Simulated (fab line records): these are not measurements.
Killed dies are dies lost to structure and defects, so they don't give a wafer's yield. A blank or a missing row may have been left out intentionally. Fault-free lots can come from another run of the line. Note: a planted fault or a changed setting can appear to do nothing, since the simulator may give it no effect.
fab line records	flow sky130
record: lots: 13	wafers: 39	lastDay: 50
route steps=708 shown FIELD_ISO@3 NWELL@34 PAD_OPEN@708
lots untouched by any fault: they come from a run of this same line in which no faults occurred
startH: the number of hours between the record's first day and the start of the first shown wafer of the lot	waitH: hours elapsed since this lot's preceding step	" unchanged from the row above	L1.1+2: several wafers, shown together as one row	- no value, or no start given	* or withheld: withheld	< > ~ a bound
route shown NAME@n: NAME is a module with steps in the file, n the number in the route of the first one	usual: the fault-free wafers' mean and standard deviation	same: alike in all rows	chamber/n: place in a boat	sites: readings site by site	_std_site: standard deviation of those values	_edge_site: outer sites' mean less inner sites'	radiusMm: for every site, how far away it sits from the centre of the wafer	mask NAME#n: copy n	behind: tool/chamber where the wafer was last shaped	hold: why the lot was held/for how many hours/how that ended	device: the transistor (n, p or np) that didn't switch	end of line: tests of these same wafers at the route's end	for a step that has no rows: nothing shown but its recipe	killed: count of dies lost to structure and defects at first sort (not the wafer's yield)	map: a wafer's dies, x killed, . not, _ none there
set.NAME: the setting that was run; set.NAME@STEP: the one run at that earlier step	model.NAME: the simulator's own value behind a step, which no gauge read
a sample of lots followed through the steps of the route, with each step as a table and each wafer as a row
services: from which hour (startH, from the record's first day; less than 0 if before it) a tool's chamber was out of use, for how many hours, and why
== steps ==
step: SKY_FIELD_ISO_THK_MEAS_02
recipe: reads: SiO2_of_FIELD_ISO_OXIDATION_01
usual: FIELD_ISO_OXIDATION_00_THK: 11.99/0.23
lot.wafer	tool	chamber	startH	waitH	FIELD_ISO_OXIDATION_00_THK[nm]
L897.1	filmMetro-02	-	12.25	0.0	11.73
L897.4	"	-	"	"	11.77
L897.5	"	-	"	"	12.01
L898.4	filmMetro-03	-	16.66	0.0	12.00
L898.5	"	-	"	"	12.02
L898.6	"	-	"	"	11.96
L901.1	filmMetro-04	-	31.63	0.0	12.39
L901.2	"	-	"	"	12.47
L901.6	"	-	"	"	12.36
L904.2	filmMetro-03	-	46.64	0.0	12.19
L904.3	"	-	"	"	12.32
L904.6	"	-	"	"	12.21
L905.1	filmMetro-02	-	51.95	0.0	11.92
L905.2	"	-	"	"	12.01
L905.3	"	-	"	"	12.16
L908.1	filmMetro-04	-	69.65	0.0	12.33
L908.5	"	-	"	"	12.07
L908.6	"	-	"	"	12.15
L909.2	filmMetro-02	-	71.64	0.0	12.26
L909.3	"	-	"	"	12.05
L909.5	"	-	"	"	11.95
L913.1	filmMetro-04	-	91.63	0.0	11.93
L913.2	"	-	"	"	11.80
L913.5	"	-	"	"	11.85
L914.1	filmMetro-02	-	96.63	0.0	11.92
L914.3	"	-	"	"	12.00
L914.6	"	-	"	"	12.00
L915.2	filmMetro-03	-	101.64	0.0	12.37
L915.4	"	-	"	"	12.26
L915.6	"	-	"	"	12.26
L917.2	filmMetro-03	-	112.55	0.0	12.06
L917.3	"	-	"	"	12.08
L917.4	"	-	"	"	11.94
L918.1	filmMetro-02	-	117.00	0.0	12.17
L918.3	"	-	"	"	12.08
L918.5	"	-	"	"	12.19
L919.1	filmMetro-04	-	122.97	0.0	12.19
L919.2	"	-	"	"	12.01
L919.5	"	-	"	"	12.12
step: SKY_NWELL_THK_MEAS_02
recipe: reads: SiO2_of_NWELL_OXIDATION_01
usual: NWELL_OXIDATION_THK: 10.01/0.17
lot.wafer	tool	chamber	startH	waitH	NWELL_OXIDATION_THK[nm]
L897.1	filmMetro-01	-	35.09	0.0	10.05
L897.4	"	-	"	"	10.20
L897.5	"	-	"	"	10.09
L898.4	filmMetro-03	-	39.35	0.0	10.01
L898.5	"	-	"	"	10.12
L898.6	"	-	"	"	9.88
L901.1	filmMetro-01	-	54.76	0.0	10.00
L901.2	"	-	"	"	10.08
L901.6	"	-	"	"	9.87
L904.2	filmMetro-01	-	72.55	0.0	9.95
L904.3	"	-	"	"	10.09
L904.6	"	-	"	"	10.09
L905.1	filmMetro-04	-	80.91	0.0	10.03
L905.2	"	-	"	"	9.91
L905.3	"	-	"	"	9.99
L908.1	filmMetro-03	-	94.06	0.0	10.11
L908.5	"	-	"	"	10.22
L908.6	"	-	"	"	10.31
L909.2	filmMetro-03	-	98.04	0.0	10.37
L909.3	"	-	"	"	10.39
L909.5	"	-	"	"	10.35
L913.1	filmMetro-04	-	118.39	0.0	9.96
L913.2	"	-	"	"	9.93
L913.5	"	-	"	"	9.87
L914.1	filmMetro-01	-	124.36	0.0	9.81
L914.3	"	-	"	"	9.72
L914.6	"	-	"	"	9.86
L915.2	filmMetro-01	-	128.22	0.0	10.09
L915.4	"	-	"	"	10.00
L915.6	"	-	"	"	10.09
L917.2	filmMetro-04	-	165.60	0.0	9.98
L917.3	"	-	"	"	10.01
L917.4	"	-	"	"	10.15
L918.1	filmMetro-01	-	165.71	0.1	9.98
L918.3	"	-	"	"	9.72
L918.5	"	-	"	"	9.96
L919.1	filmMetro-04	-	165.71	0.1	10.23
L919.2	"	-	"	"	9.90
L919.5	"	-	"	"	10.08
step: SKY_NWELL_EXPOSE_07
recipe: maskId: NWM	na: 0.6	sourceShape: conventional	sigmaOuter: 0.6	polarization: unpolarized	targetCdNm: 840	doseMj: 255
usual: stageVelMmS: 499.99/0.23
same: na: 0.6
lot.wafer	tool	chamber	startH	waitH	mask	stageVelMmS
L897.1	ilineStepper-01	0	75.39	-	NWM#0	499.96
L897.4	"	0	"	"	NWM#0	500.13
L897.5	"	0	"	"	NWM#0	500.03
L898.4	ilineStepper-01	0	78.60	-	NWM#0	499.89
L898.5	"	0	"	"	NWM#0	499.60
L898.6	"	0	"	"	NWM#0	500.26
L901.1	ilineStepper-01	0	96.34	-	NWM#0	500.06
L901.2	"	0	"	"	NWM#0	500.30
L901.6	"	0	"	"	NWM#0	499.73
L904.2	ilineStepper-01	0	115.83	-	NWM#0	500.21
L904.3	"	0	"	"	NWM#0	500.40
L904.6	"	0	"	"	NWM#0	500.01
L905.1	ilineStepper-01	0	124.98	-	NWM#0	500.02
L905.2	"	0	"	"	NWM#0	499.73
L905.3	"	0	"	"	NWM#0	500.33
L908.1	ilineStepper-01	0	136.75	-	NWM#0	500.12
L908.5	"	0	"	"	NWM#0	499.89
L908.6	"	0	"	"	NWM#0	499.95
L909.2	ilineStepper-01	0	139.38	-	NWM#0	500.25
L909.3	"	0	"	"	NWM#0	500.08
L909.5	"	0	"	"	NWM#0	499.94
L913.1	ilineStepper-02	0	163.44	-	NWM#0	499.88
L913.2	"	0	"	"	NWM#0	500.36
L913.5	"	0	"	"	NWM#0	499.86
L914.1	ilineStepper-02	0	170.36	-	NWM#0	500.10
L914.3	"	0	"	"	NWM#0	500.32
L914.6	"	0	"	"	NWM#0	499.69
L915.2	ilineStepper-02	0	175.73	-	NWM#0	499.90
L915.4	"	0	"	"	NWM#0	499.86
L915.6	"	0	"	"	NWM#0	500.08
L917.2	ilineStepper-02	0	218.08	-	NWM#0	500.25
L917.3	"	0	"	"	NWM#0	500.24
L917.4	"	0	"	"	NWM#0	500.64
L919.1	ilineStepper-02	0	219.42	-	NWM#0	499.90
L919.2	"	0	"	"	NWM#0	499.65
L919.5	"	0	"	"	NWM#0	499.78
L918.1	ilineStepper-02	0	220.02	-	NWM#0	499.85
L918.3	"	0	"	"	NWM#0	500.08
L918.5	"	0	"	"	NWM#0	500.55
step: SKY_NWELL_OVL_MEAS_10
usual: NWELL_00_OVL: 0.6/1.4
lot.wafer	tool	chamber	startH	waitH	NWELL_00_OVL[nm]
L897.1	overlay-02	-	83.23	-	-2.1
L897.4	"	-	"	"	0.7
L897.5	"	-	"	"	-1.3
L898.4	overlay-02	-	87.18	-	0.8
L898.5	"	-	"	"	0.5
L898.6	"	-	"	"	-0.4
L901.1	overlay-02	-	105.11	-	-1.0
L901.2	"	-	"	"	-0.3
L901.6	"	-	"	"	-1.6
L904.2	overlay-01	-	124.22	-	1.1
L904.3	"	-	"	"	1.4
L904.6	"	-	"	"	0.5
L905.1	overlay-01	-	132.54	-	143.3
L905.2	"	-	"	"	141.6
L905.3	"	-	"	"	142.4
L908.1	overlay-01	-	146.28	-	143.5
L908.5	"	-	"	"	142.6
L908.6	"	-	"	"	142.2
L909.2	overlay-02	-	149.02	-	140.0
L909.3	"	-	"	"	140.7
L909.5	"	-	"	"	141.8
L913.1	overlay-01	-	172.46	-	1.2
L913.2	"	-	"	"	0.0
L913.5	"	-	"	"	1.3
L914.1	overlay-02	-	180.69	-	-0.3
L914.3	"	-	"	"	0.2
L914.6	"	-	"	"	-0.3
L915.2	overlay-01	-	186.25	-	1.9
L915.4	"	-	"	"	0.4
L915.6	"	-	"	"	3.3
L917.2	overlay-01	-	229.19	-	-0.7
L917.3	"	-	"	"	1.2
L917.4	"	-	"	"	1.6
L919.1	overlay-01	-	230.69	-	2.1
L919.2	"	-	"	"	2.0
L919.5	"	-	"	"	1.8
L918.1	overlay-01	-	231.04	-	3.6
L918.3	"	-	"	"	2.9
L918.5	"	-	"	"	1.3
step: SKY_NWELL_TW_MEAS_15
usual: NWELL_TW: 1808/26
lot.wafer	tool	chamber	startH	waitH	NWELL_TW
L897.1	filmMetro-04	-	83.82	0.1	1835
L897.4	"	-	"	"	1830
L897.5	"	-	"	"	1834
L898.4	filmMetro-03	-	87.78	0.1	1792
L898.5	"	-	"	"	1795
L898.6	"	-	"	"	1794
L901.1	filmMetro-04	-	105.70	0.1	1824
L901.2	"	-	"	"	1830
L901.6	"	-	"	"	1847
L904.2	filmMetro-01	-	124.81	0.1	1775
L904.3	"	-	"	"	1769
L904.6	"	-	"	"	1763
L905.1	filmMetro-01	-	133.13	0.1	1784
L905.2	"	-	"	"	1776
L905.3	"	-	"	"	1795
L908.1	filmMetro-04	-	146.87	0.1	1840
L908.5	"	-	"	"	1834
L908.6	"	-	"	"	1841
L909.2	filmMetro-04	-	149.61	0.1	1830
L909.3	"	-	"	"	1837
L909.5	"	-	"	"	1831
L913.1	filmMetro-04	-	173.05	0.1	1841
L913.2	"	-	"	"	1834
L913.5	"	-	"	"	1832
L914.1	filmMetro-04	-	181.28	0.1	1842
L914.3	"	-	"	"	1839
L914.6	"	-	"	"	1827
L915.2	filmMetro-04	-	186.84	0.1	1832
L915.4	"	-	"	"	1836
L915.6	"	-	"	"	1831
L917.2	filmMetro-01	-	229.78	0.1	1765
L917.3	"	-	"	"	1769
L917.4	"	-	"	"	1772
L919.1	filmMetro-03	-	231.27	0.1	1824
L919.2	"	-	"	"	1805
L919.5	"	-	"	"	1816
L918.1	filmMetro-04	-	231.62	0.1	1818
L918.3	"	-	"	"	1828
L918.5	"	-	"	"	1819
step: SKY_PAD_OPEN_PROBE_99
usual: killed_at_M0_to_M3: 43/7.3	killed_at_M4_up: 3.0/2	killedAtContacts: 24/5.2	killedAtFrontEnd: 15/4.4	killedAtOther: 0.2/0.48	killedDies: 86/9.1	killedOpen: 47/7.3	killedShort: 38/6.4
same: grossDies: 492	killedAtBackSide: 0
lot.wafer	tool	chamber	startH	waitH	killed_at_M0_to_M3	killed_at_M4_up	killedAtContacts	killedAtFrontEnd	killedAtOther	killedDies	killedOpen	killedShort
L897.1	prober-02	-	1066.11	0.1	31	7	24	11	0	73	41	31
L897.4	prober-02	-	1066.26	0.2	40	4	30	22	0	96	55	40
L897.5	prober-02	-	1066.31	0.2	39	3	27	14	0	83	43	39
L904.2	prober-01	-	1110.82	0.1	64	3	30	8	0	105	61	44
L904.3	prober-01	-	1110.87	0.2	46	3	25	14	1	89	45	44
L904.6	prober-01	-	1111.02	0.2	45	3	18	12	0	78	50	28
L913.1	prober-02	-	1164.09	0.1	39	1	22	18	0	80	43	35
L913.2	prober-02	-	1164.14	0.1	28	3	26	15	0	72	32	39
L913.5	prober-02	-	1164.29	0.2	45	6	22	24	0	97	47	50
L919.1	prober-02	-	1206.81	0.1	43	2	26	15	0	86	53	33
L919.2	prober-02	-	1206.86	0.1	47	6	20	10	0	83	47	36
L919.5	prober-02	-	1207.01	0.2	38	0	23	16	0	77	39	37
killed by level:class
L897.1 LI_CONTACT:geometricParticle:open=12 VIA1:geometricParticle:open=7 CONTACT:geometricParticle:open=5 METAL1:geometricParticle:short=4 VIA1:geometricParticle:short=4 CONTACT:geometricParticle:short=4 METAL2:geometricParticle:short=4 METAL4:geometricParticle:short=4
L897.4 VIA1:geometricParticle:open=12 CONTACT:geometricParticle:open=11 VIA2:geometricParticle:open=9 METAL2:geometricParticle:short=7 FIELD_ISO:geometricParticle:open=6 FIELD_ISO:geometricParticle:short=6 LI_CONTACT:geometricParticle:open=6 LOCAL_INTERCONNECT:geometricParticle:short=6
L897.5 CONTACT:geometricParticle:open=11 VIA1:geometricParticle:open=8 FIELD_ISO:geometricParticle:short=6 LI_CONTACT:geometricParticle:open=6 LI_CONTACT:geometricParticle:short=5 VIA3:geometricParticle:open=5 VIA1:geometricParticle:short=5 VIA3:geometricParticle:short=5
L904.2 VIA1:geometricParticle:open=18 LI_CONTACT:geometricParticle:open=13 VIA1:geometricParticle:short=11 VIA2:geometricParticle:open=10 METAL1:geometricParticle:short=6 VIA2:geometricParticle:short=6 LOCAL_INTERCONNECT:geometricParticle:short=5 CONTACT:geometricParticle:open=5
L904.3 LOCAL_INTERCONNECT:geometricParticle:short=7 CONTACT:geometricParticle:open=7 METAL1:geometricParticle:short=7 VIA1:geometricParticle:open=7 FIELD_ISO:geometricParticle:open=6 VIA2:geometricParticle:open=6 VIA1:geometricParticle:short=5 VIA3:geometricParticle:open=5
L904.6 VIA1:geometricParticle:open=13 VIA3:geometricParticle:open=10 CONTACT:geometricParticle:open=8 VIA2:geometricParticle:open=6 POLY_GATE:geometricParticle:short=5 FIELD_ISO:geometricParticle:open=4 LI_CONTACT:geometricParticle:open=4 METAL1:geometricParticle:short=4
L913.1 METAL2:geometricParticle:short=11 CONTACT:geometricParticle:open=10 VIA1:geometricParticle:open=8 VIA2:geometricParticle:open=7 FIELD_ISO:geometricParticle:short=5 VIA3:geometricParticle:open=5 LI_CONTACT:geometricParticle:open=4 FIELD_ISO:geometricParticle:open=3
L913.2 CONTACT:geometricParticle:open=11 METAL1:geometricParticle:short=7 FIELD_ISO:geometricParticle:short=5 POLY_GATE:geometricParticle:short=5 LI_CONTACT:geometricParticle:open=5 VIA3:geometricParticle:short=5 LI_CONTACT:geometricParticle:short=4 VIA1:geometricParticle:open=4
L913.5 VIA3:geometricParticle:open=14 CONTACT:geometricParticle:open=10 FIELD_ISO:geometricParticle:short=9 METAL2:geometricParticle:short=8 POLY_GATE:geometricParticle:short=7 METAL1:geometricParticle:short=6 POLY_GATE:geometricParticle:open=5 VIA1:geometricParticle:open=5
L919.1 LI_CONTACT:geometricParticle:open=11 VIA3:geometricParticle:open=10 METAL2:geometricParticle:short=9 VIA1:geometricParticle:open=7 FIELD_ISO:geometricParticle:open=6 CONTACT:geometricParticle:open=6 CONTACT:geometricParticle:short=5 VIA1:geometricParticle:short=4
L919.2 VIA1:geometricParticle:open=13 METAL2:geometricParticle:short=10 LI_CONTACT:geometricParticle:open=6 CONTACT:geometricParticle:open=6 METAL2:geometricParticle:open=4 VIA3:geometricParticle:open=4 FIELD_ISO:geometricParticle:short=3 POLY_GATE:geometricParticle:open=3
L919.5 VIA1:geometricParticle:open=10 METAL2:geometricParticle:short=8 FIELD_ISO:geometricParticle:open=7 CONTACT:geometricParticle:open=7 CONTACT:geometricParticle:short=5 LI_CONTACT:geometricParticle:open=4 METAL1:geometricParticle:short=4 VIA2:geometricParticle:open=4
== services ==
tool	chamber	startH	hours	kind
ilineStepper-02	0	86.26	-	calibration
ilineStepper-02	-	170.48	2.1	pm
ilineStepper-02	-	172.56	-	consumableReplace:lamp
ilineStepper-02	-	181.06	1.7	pm
ilineStepper-01	-	182.97	3.5	repair
ilineStepper-01	-	201.21	2.1	pm
ilineStepper-01	-	203.29	-	consumableReplace:lamp
ilineStepper-01	-	204.40	0.5	repair
ilineStepper-01	-	217.33	4.4	pm
== key ==
firstSign: step: SKY_NWELL_OVL_MEAS_10	reading: NWELL_00_OVL	direction: up	sigmas: 99+	usual: 0.6	struck: 142.0
effect none on later readings
metAt SKY_NWELL_EXPOSE_07
struckLots L905,L908,L909
testerLeftOut L905,L908,L909
notActingAt SKY_FIELD_ISO_THK_MEAS_02,SKY_NWELL_THK_MEAS_02,SKY_NWELL_TW_MEAS_15
onsetBetween 115.83 124.98
fault: kind: scannerMatchingOverlay	tool: ilineStepper-01	chamber: -	onsetH: 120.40	steps: SKY_NWELL_EXPOSE_07	offset: 141.03
testerLeftOut: of these lots the tester's yield and bins aren't shown, on N5 and GAA mostly nor the transistor test; their killed dies are dies lost to structure and defects alone, not to doping, threshold or leakage, so they don't give the yield
